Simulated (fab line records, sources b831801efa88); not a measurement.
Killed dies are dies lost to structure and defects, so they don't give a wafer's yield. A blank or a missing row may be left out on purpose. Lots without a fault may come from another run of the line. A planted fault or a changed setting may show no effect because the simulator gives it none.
fab line records | flow sky130
record lots=14 wafers=42 last_day=52
route steps=708 shown FIELD_ISO@5 NWELL@34 DNWELL@43 PWDE@51
lots that met no fault: from a run of the same line without faults
start_h: hours from the record's first day to the start of the lot's first wafer shown | wait_h: hours since the lot's step before | " the same as in the row above | L1.1+2: a row that stands for several wafers | - no value, or no start given | * or withheld: withheld | < > ~ a bound
route shown NAME@n: a module of which the file shows steps, and the number in the route of the first | usual: mean/standard deviation of fault-free wafers | same: alike in all rows | chamber/n: place in a boat | sites: the reading at each site | _std_site: their standard deviation | _edge_site: outer sites' mean less inner sites' | radius_mm: how far each site lies from the wafer's centre | mask NAME#n: copy n | behind: the tool/chamber that last shaped the wafer | hold: why the lot was held/for how many hours/how that ended | device: the transistor (n, p or np) that didn't switch | end of line: the same wafers' tests at the end of the route | a step without rows: its recipe alone | killed: dies lost to structure and defects at the first sort, not the wafer's yield | map: a wafer's dies, x killed, . not, _ none there
set.NAME: the setting as run; set.NAME@STEP: as run at that earlier step | model.NAME: the simulator's own value behind a step, which no gauge read
steps of the route over a sample of lots; a table a step, a row a wafer
services: from which hour (start_h, from the record's first day; less than 0 if before it) a tool's chamber was out of use, for how many hours, and why
## steps
# step SKY_FIELD_ISO_THK_MEAS_04
# recipe reads=Si3N4_of_FIELD_ISO_CVD_03
# usual FIELD_ISO_CVD_03_THK=164.6/1.4
# columns lot.wafer tool chamber start_h wait_h FIELD_ISO_CVD_03_THK[nm]
L562.1 film_metro-01 - 14.13 0.0 166.1
L562.2 " - " " 165.3
L562.3 " - " " 165.1
L564.1 film_metro-03 - 23.95 0.0 162.5
L564.3 " - " " 162.1
L564.6 " - " " 163.9
L568.1 film_metro-01 - 44.80 0.0 163.0
L568.2 " - " " 162.2
L568.6 " - " " 161.8
L569.2 film_metro-03 - 49.43 0.0 164.8
L569.4 " - " " 164.4
L569.6 " - " " 165.4
L575.1 film_metro-03 - 79.62 0.0 165.2
L575.3 " - " " 165.1
L575.4 " - " " 165.2
L577.1 film_metro-04 - 88.92 0.0 164.3
L577.2 " - " " 165.2
L577.5 " - " " 164.9
L578.1 film_metro-03 - 93.48 0.0 163.2
L578.5 " - " " 163.5
L578.6 " - " " 163.0
L579.1 film_metro-03 - 98.48 0.0 165.0
L579.3 " - " " 164.0
L579.6 " - " " 166.1
L580.2 film_metro-03 - 187.60 0.0 162.2
L580.4 " - " " 162.1
L580.6 " - " " 163.5
L581.2 film_metro-01 - 187.60 0.0 167.1
L581.4 " - " " 166.0
L581.6 " - " " 167.2
L582.2 film_metro-04 - 187.60 0.0 164.0
L582.3 " - " " 163.4
L582.4 " - " " 164.7
L583.2 film_metro-03 - 187.66 0.1 166.5
L583.3 " - " " 167.2
L583.4 " - " " 167.0
L584.2 film_metro-01 - 187.66 0.1 167.3
L584.4 " - " " 165.3
L584.6 " - " " 166.0
L585.2 film_metro-04 - 187.66 0.1 163.7
L585.3 " - " " 166.2
L585.5 " - " " 166.3
# step SKY_NWELL_THK_MEAS_02
# recipe reads=SiO2_of_NWELL_OXIDATION_01
# usual NWELL_OXIDATION_THK=9.97/0.18
# columns lot.wafer tool chamber start_h wait_h NWELL_OXIDATION_THK[nm]
L562.1 film_metro-02 - 36.98 0.0 9.95
L562.2 " - " " 10.10
L562.3 " - " " 9.79
L564.1 film_metro-03 - 46.07 0.0 9.87
L564.3 " - " " 9.83
L564.6 " - " " 9.75
L568.1 film_metro-01 - 69.61 0.0 9.84
L568.2 " - " " 9.82
L568.6 " - " " 9.90
L569.2 film_metro-03 - 75.53 0.0 9.81
L569.4 " - " " 9.90
L569.6 " - " " 9.95
L575.1 film_metro-01 - 105.77 0.0 9.64
L575.3 " - " " 9.62
L575.4 " - " " 9.63
L577.1 film_metro-02 - 114.56 0.0 10.07
L577.2 " - " " 10.11
L577.5 " - " " 10.25
L578.1 film_metro-02 - 118.97 0.0 10.20
L578.5 " - " " 10.20
L578.6 " - " " 10.23
L579.1 film_metro-03 - 122.52 0.0 10.14
L579.3 " - " " 10.11
L579.6 " - " " 9.91
L580.2 film_metro-02 - 228.44 0.0 9.99
L580.4 " - " " 10.04
L580.6 " - " " 9.90
L581.2 film_metro-03 - 228.44 0.0 9.70
L581.4 " - " " 9.67
L581.6 " - " " 9.68
L582.2 film_metro-01 - 228.44 0.0 9.83
L582.3 " - " " 9.88
L582.4 " - " " 9.72
L583.2 film_metro-02 - 228.50 0.1 10.17
L583.3 " - " " 10.12
L583.4 " - " " 10.16
L584.2 film_metro-01 - 228.50 0.1 9.73
L584.4 " - " " 9.73
L584.6 " - " " 9.74
L585.2 film_metro-03 - 228.50 0.1 9.98
L585.3 " - " " 9.81
L585.5 " - " " 9.90
# step SKY_DNWELL_STRIP_08
# recipe chemistry=O2/N2 power_w=1400 pressure_mtorr=1500 platen_temp_c=withheld o2_flow_sccm=3000 n2_flow_sccm=300 overash_fraction=0.5
# usual drypump_motor_current_A=5.85/0.27 o2_flow_sccm=3000/9.5 oes_product_au=0.722/0.0044 strip_time_to_endpoint_s=36.90/0.12
# same overash_fraction=0.5
# columns lot.wafer tool chamber start_h wait_h drypump_motor_current_A o2_flow_sccm oes_product_au rf_hours_counter_h strip_time_to_endpoint_s
L562.1 plasma_asher-03 1 51.51 0.1 6.18 2998 0.720 22 36.87
L562.2 " 0 " " 5.82 3000 0.718 22 36.88
L562.3 " 0 " " 5.86 2977 0.722 - 36.97
L564.1 plasma_asher-03 1 62.51 0.1 6.18 3006 0.723 23 36.85
L564.3 " 1 " " 6.19 2995 0.721 - 36.82
L564.6 " 0 " " 5.83 2991 0.724 - 36.80
L568.1 plasma_asher-03 0 84.96 0.1 5.85 2994 0.719 26 36.83
L568.2 " 1 " " 6.14 2983 0.724 26 36.92
L568.6 " 1 " " 6.16 2976 0.727 - 37.00
L569.2 plasma_asher-04 1 92.34 0.1 5.92 3004 0.721 42 36.82
L569.4 " 0 " " 5.53 3006 0.728 - 36.83
L569.6 " 1 " " 5.86 3002 0.725 - 36.80
L575.1 plasma_asher-03 0 121.91 0.1 5.86 2997 0.722 29 36.88
L575.3 " 0 " " 5.84 3011 0.728 - 36.88
L575.4 " 1 " " 6.17 3007 0.719 - 36.92
L577.1 plasma_asher-03 1 130.21 0.1 6.18 3011 0.727 29 36.68
L577.2 " 0 " " 5.83 3000 0.728 29 36.76
L577.5 " 0 " " 5.83 3002 0.728 - 36.66
L578.1 plasma_asher-03 0 134.11 0.1 5.82 3023 0.721 30 36.72
L578.5 " 0 " " 5.82 3034 0.723 - 36.92
L578.6 " 1 " " 6.17 2997 0.722 - 36.76
L579.1 plasma_asher-03 1 137.64 0.1 6.16 2997 0.724 30 36.98
L579.3 " 0 " " 5.85 3004 0.724 - 36.96
L579.6 " 1 " " 6.16 3008 0.723 - 37.03
L582.2 plasma_asher-04 0 246.76 0.1 5.58 3000 0.713 56 37.04
L582.3 " 0 " " 5.57 3008 0.721 - 36.90
L582.4 " 1 " " 5.91 2988 0.729 - 36.86
L580.2 plasma_asher-03 1 246.96 0.1 6.14 3016 0.716 40 37.10
L580.4 " 1 " " 6.17 3012 0.729 - 36.89
L580.6 " 1 " " 6.14 3004 0.718 - 36.81
L581.2 plasma_asher-01 0 247.04 0.1 5.24 3011 0.718 12 36.88
L581.4 " 1 " " 6.02 3002 0.722 - 36.77
L581.6 " 0 " " 5.23 2994 0.722 - 36.94
L583.2 plasma_asher-03 1 247.61 0.1 6.16 3000 0.724 40 37.01
L583.3 " 0 " " 5.84 3005 0.724 - 37.02
L583.4 " 1 " " 6.16 2992 0.720 - 37.03
L585.2 plasma_asher-01 0 247.69 0.1 5.21 3000 0.730 12 36.99
L585.3 " 0 " " 5.22 2996 0.715 - 37.03
L585.5 " 0 " " 5.27 2997 0.728 - 37.06
L584.2 plasma_asher-03 1 248.04 0.1 6.14 2995 0.721 41 37.04
L584.4 " 1 " " 6.16 2975 0.724 - 37.24
L584.6 " 0 " " 5.83 3012 0.721 - 37.14
# step SKY_PWDE_DEVELOP_06
# recipe wall_angle_deg=90 developer=TMAH develop_time_s=60 dev_temp_c=23
# usual chill_plate_temp_C=23.02/0.1 develop_time_s=60/0
# columns lot.wafer tool chamber start_h wait_h chill_plate_temp_C develop_time_s
L562.1 litho_track-04 0 67 - 23.23 60
L562.2 " 0 " " 23.23 60
L562.3 " 0 " " 23.23 60
L564.1 litho_track-02 0 78 - 23.07 60
L564.3 " 0 " " 22.97 60
L564.6 " 0 " " 22.88 60
L568.1 litho_track-02 - 103 - - -
L568.2 " - " " - -
L568.6 " - " " - -
L569.2 litho_track-02 - 109 - - -
L569.4 " - " " - -
L569.6 " - " " - -
L575.1 litho_track-03 0 136 - 23.08 60
L575.3 " 0 137 - 23.17 60
L575.4 " 0 " " 23.10 60
L577.1 litho_track-04 0 144 - 23.07 60
L577.2 " 0 " " 23.08 60
L577.5 " 0 " " 22.79 60
L578.1 litho_track-02 0 148 - 22.93 60
L578.5 " 0 " " 23.10 60
L578.6 " 0 " " 23.18 60
L579.1 litho_track-03 0 151 - 23.00 60
L579.3 " 0 " " 22.84 60
L579.6 " 0 " " 22.97 60
L582.2 litho_track-03 0 267 - 22.89 60
L582.3 " 0 " " 22.96 60
L582.4 " 0 " " 22.84 60
L580.2 litho_track-02 0 267 - 23.03 60
L580.4 " 0 " " 22.86 60
L580.6 " 0 " " 23.14 60
L581.2 litho_track-02 0 268 - 23.30 60
L581.4 " 0 " " 23.06 60
L581.6 " 0 " " 23.11 60
L583.2 litho_track-02 0 270 - 22.94 60
L583.3 " 0 " " 23.19 60
L583.4 " 0 " " 23.03 60
L585.2 litho_track-02 0 271 - 23.04 60
L585.3 " 0 " " 23.01 60
L585.5 " 0 " " 23.18 60
L584.2 litho_track-02 0 271 - 23.02 60
L584.4 " 0 " " 23.16 60
L584.6 " 0 " " 23.04 60
## services
# columns tool chamber start_h hours kind
plasma_asher-03 - 29.57 14.6 pm
plasma_asher-04 - 37.63 0.7 repair
plasma_asher-03 - 90.53 4.4 repair
plasma_asher-03 - 95.49 8.4 repair
plasma_asher-01 - 108.75 9.0 pm
plasma_asher-01 0 108.75 9.0 vent_cycle
plasma_asher-01 1 108.75 9.0 vent_cycle
plasma_asher-01 - 110.54 3.3 repair
plasma_asher-01 0 117.75 - clean
plasma_asher-01 1 117.75 - clean
plasma_asher-01 - 192.31 1.9 repair
plasma_asher-04 - 228.94 2.8 pm
## key
first_sign step=SKY_PWDE_DEVELOP_06 reading=tool_record direction=missing
effect none on later readings
met_at SKY_PWDE_DEVELOP_06
struck_lots L568,L569
sort_left_out L568.1,L568.2,L568.6,L569.2,L569.4,L569.6
tester_left_out L568,L569
not_acting_at SKY_FIELD_ISO_THK_MEAS_04,SKY_NWELL_THK_MEAS_02,SKY_DNWELL_STRIP_08
onset_between 78 103
fault kind=skipped_step_whole tool=litho_track-02 chamber=- onset_h=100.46 steps=SKY_PWDE_DEVELOP_06 scope=struck_lots_only
# tester_left_out: of these lots the tester's yield and bins aren't shown, on N5 and GAA mostly nor the transistor test; their killed dies are dies lost to structure and defects alone, not to doping, threshold or leakage, so they don't give the yield
# sort_left_out: the simulated sort isn't trusted on such a fault, so these wafers' sort isn't shown, and their yield isn't known
